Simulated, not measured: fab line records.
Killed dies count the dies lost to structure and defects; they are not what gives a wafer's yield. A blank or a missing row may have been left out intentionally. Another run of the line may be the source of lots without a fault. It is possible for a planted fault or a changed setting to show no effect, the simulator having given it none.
Code-filled problem report in 8D (eight disciplines) form :: flow sky130 :: the parts of the form that need people (team, actions taken, sign-off) are left out

== 1. THE ISSUE ==
CONTACT_W_RS at SKY_CONTACT_RS_MEAS_25 reads a mean of 0.247 ohm/sq on 1 wafer of 1 lot; wafers without a fault read 0.339 ohm/sq with a standard deviation of 0.0033. That puts it -28 standard deviations away from the usual mean.
The step: measures by four-point-probe.
Earliest sighting: wafer L700.3 on film-metro-04 at day 34 20:11. The record has a number at this step for 33 wafers belonging to 11 lots. Rule for "out" (also "out of limits"): further than 4 standard deviations from the usual mean. The other wafers with a number count as sound.

== 2. WHAT IT IS, WHAT IT ISN'T ==
question: which readings at this step
is: CONTACT_W_RS
is not: -

question: which lots
is: L700
is not: L690, L691, L692, L693, L695, L697, L698, L711, L712, L713

question: which wafers of those lots
is: L700.3
is not: L700.1, L700.5

question: read on which gauges
is: film-metro-04
is not: film-metro-01, film-metro-02

question: when
is: from day 34 20:11
is not: up to then (23 sound wafers); but 9 sound wafers of L711, L712, L713 came after

== 3. SUSPECTS, AND WHAT RULES EACH OUT ==
Counting: a tool at a process step up to the reading stays a suspect if it ran every lot that is out. Sound lots after the first of them don't rule it out here, since some wafers of a struck lot are sound.
- ruled out: the gauge at SKY_CONTACT_RS_MEAS_25. All the wafers that are out were read on film-metro-04, but those of them that SKY_CONTACT_CMP_27 has rows for are out there too, on other tools.
- pvd-sputter-01 at SKY_CONTACT_SPUTTER_23 (material TiN, target thk 20 nm, time 80 s): kept. It ran the lot that is out, L700 (day 34 20:01); its last sound lot up to then is L697 (day 34 02:49).
- cvd-w-02 at SKY_CONTACT_CVD_24 (deposits W, target thk 340 nm, time 102.12 s): kept. It ran the lot that is out, L700 (day 34 20:05); its last sound lot up to then is L698 (day 34 05:13).
- At SKY_CONTACT_CVD_24 on cvd-w-02, chamber 1 took the sound wafers of the same lots and chamber 0 took the wafers that are out.
The count leaves cvd-w-02 at SKY_CONTACT_CVD_24 and pvd-sputter-01 at SKY_CONTACT_SPUTTER_23.

== 4. THE CAUSE (what the simulator had put in) ==
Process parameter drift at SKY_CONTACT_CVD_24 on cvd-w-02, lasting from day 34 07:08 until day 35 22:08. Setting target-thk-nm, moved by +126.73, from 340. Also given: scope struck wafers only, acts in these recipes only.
Of the 2 suspects that counting leaves, this tool is one.

== 5. THE CHAIN OF EFFECTS, in route order ==
One row per reading whose mean, taken over the struck wafers that have a number, lies over 3 standard deviations from the usual. Readings are gone through only where the record gives a usual standard deviation; hours: the median, over the lots, of the time from a lot's start at the first step in this table giving one to that lot's start at this step; sigmas: the change measured in usual standard deviations.
hours: 0
step: SKY_CONTACT_RS_MEAS_25
reading: CONTACT_W_RS
usual: 0.339 ohm/sq
on struck wafers: 0.247
change: -0.092
sigmas: -28

hours: 0
step: SKY_CONTACT_THK_MEAS_26
reading: CONTACT_W_THK
usual: 345 nm
on struck wafers: 471
change: +126
sigmas: +33

hours: 0
step: SKY_CONTACT_CMP_27
reading: time-to-endpoint-s
usual: 81.5 s
on struck wafers: 112.3
change: +30.8
sigmas: +11
Process steps it contains:
- SKY_CONTACT_CMP_27: polishes, stops on SiO2, t overpolish 15 s, target thk 0 nm.

== 6. WHAT WOULD HAVE CAUGHT IT SOONER ==
In this record the first reading out of limits at a measuring or inspecting step was taken at day 34 20:11, 13 hours after the fault began at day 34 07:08.
An alarm limit of 4 standard deviations would not have fired on the tool readings at SKY_CONTACT_CVD_24 for which the record gives a usual standard deviation, since none of them was out on any struck wafer.
By day 34 20:11, every lot that is out (1) had started SKY_CONTACT_CVD_24 on cvd-w-02. Tool hold at that time: it would have spared none of them.
